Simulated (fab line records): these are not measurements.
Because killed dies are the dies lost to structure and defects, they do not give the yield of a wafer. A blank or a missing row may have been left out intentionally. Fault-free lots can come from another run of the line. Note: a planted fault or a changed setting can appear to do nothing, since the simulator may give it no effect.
Struck lot and sound lot, side by side -- flow sky130 -- 16 out of 708 route steps
Sound: wafers L533.2, L533.3, L533.5. The struck wafers were L547.1, L547.6. The cause comes at the end.
At each step with rows: each side's tool, then ch and its chambers, then its first start. Under that, the readings that differ: sound wafers -- struck wafers -- difference of the means -- sigmas: that difference in standard deviations of wafers without a fault.
alike: readings whose means differ by less than 2 such deviations, and words and numbers that are the same on both sides. not compared: withheld readings, readings that some wafer has no value for, bounds like >300 that may hide the same value, and numbers for which the record gives no deviation and whose values overlap.
Wherever a step has rows on one side only, a row that says differs or no value, or a row with sigmas, the two part there. Numbers that don't overlap but have no deviation are shown without sigmas and don't part them. Lack of a reading on every wafer of one side parts them only where that side has two or more wafers.

first, 8 steps without rows for these wafers: SKY_CONTACT_DEHYDRATE_06 (time 60 s); SKY_CONTACT_HMDS_07 (prime time 60 s); SKY_CONTACT_COAT_08 (resist thk 60 nm); SKY_CONTACT_COAT_09 (resist thk 450 nm); SKY_CONTACT_SOFTBAKE_10 (time 90 s); SKY_CONTACT_EXPOSE_11 (exposes mask CTM1, target cd 170 nm); SKY_CONTACT_PEB_12; SKY_CONTACT_DEVELOP_13 (develop time 60 s).
SKY_CONTACT_CD_MEAS_14: target cd 170 nm.
  struck on cdSem-02, day 38 01:08; sound on cdSem-01, day 33 19:14
  alike: cdNm
SKY_CONTACT_OVL_MEAS_15:
  struck on overlay-01, day 38 01:15; sound on overlay-02, day 33 19:20
  alike: CONTACT_OVL
SKY_CONTACT_ETCH_16: etches BARC in N2/H2, stops on SiO2, time 45.9 s, target depth 60 nm.
  sound on rieDiel-03 ch 0,3, day 33 19:22; struck on rieDiel-03 ch 0,1, day 38 01:17
  alike: drypumpMotorCurrentA, oesProductAu, throttleValvePct
  not compared: rfHoursCounterH
SKY_CONTACT_ETCH_17: etches SiO2 in C4F8/O2/Ar, stops on Si3N4, target depth 340 nm.
  sound on rieDiel-03 ch 0,3, day 33 19:25; struck on rieDiel-03 ch 0,1, day 38 01:19
  alike: oesProductAu
SKY_CONTACT_ETCH_18: etches Si3N4 in CHF3/O2, stops on TiN, time 39 s, target depth 75 nm.
  sound on rieDiel-03 ch 0,3, day 33 19:00; struck on rieDiel-03 ch 0,1, day 38 01:00
reading,sound,struck,difference,sigmas
oesProductAu (a.u.),0.846 0.848 0.861,0.713 0.716,-0.137,-18
throttleValvePct (%),8.800 8.792 8.811,8.750 8.756,-0.048,-5
model.KrF-thick_of_CONTACT_COAT_09.thkNm (nm),247.5 244.1 248.5,283.9 285.3,+37.9,
model.etch.depthNm (nm),73.77 73.82 74.94,52.06 51.25,-22.52,
  alike: chf3FlowSccm, drypumpMotorCurrentA
  not compared: rfHoursCounterH
SKY_CONTACT_STRIP_19: strips in O2/N2.
  sound on plasmaAsher-03 ch 0,1, day 33 19:30; struck on plasmaAsher-03 ch 0, day 38 01:25
reading,sound,struck,difference,sigmas
oesProductAu (a.u.),0.379 0.382 0.383,0.404 0.398,+0.020,+4
stripTimeToEndpointS (s),3.66 3.64 3.67,4.03 4.06,+0.39,+13
  alike: drypumpMotorCurrentA
  not compared: rfHoursCounterH
then, 1 step without rows for these wafers: SKY_CONTACT_STRIP_20 (strips in post etch residue remover, time 1200 s).
-- the record jumps here: 13 days lie between the struck wafers' starts before and after (it left off in module CONTACT and takes up again in module PAD_OPEN, whose first step shown is number 708 of the route) --
SKY_PAD_OPEN_PROBE_99:
  only the struck wafers here have rows in the record (prober-01, day 50 19:10); the sound ones have none

== WHERE THEY PART ==
First at SKY_CONTACT_ETCH_18; last, within this record, at SKY_PAD_OPEN_PROBE_99.

WHY: the cause the simulator had injected
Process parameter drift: rieDiel-03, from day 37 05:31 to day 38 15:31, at SKY_CONTACT_ETCH_18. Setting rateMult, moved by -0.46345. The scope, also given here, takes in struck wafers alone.
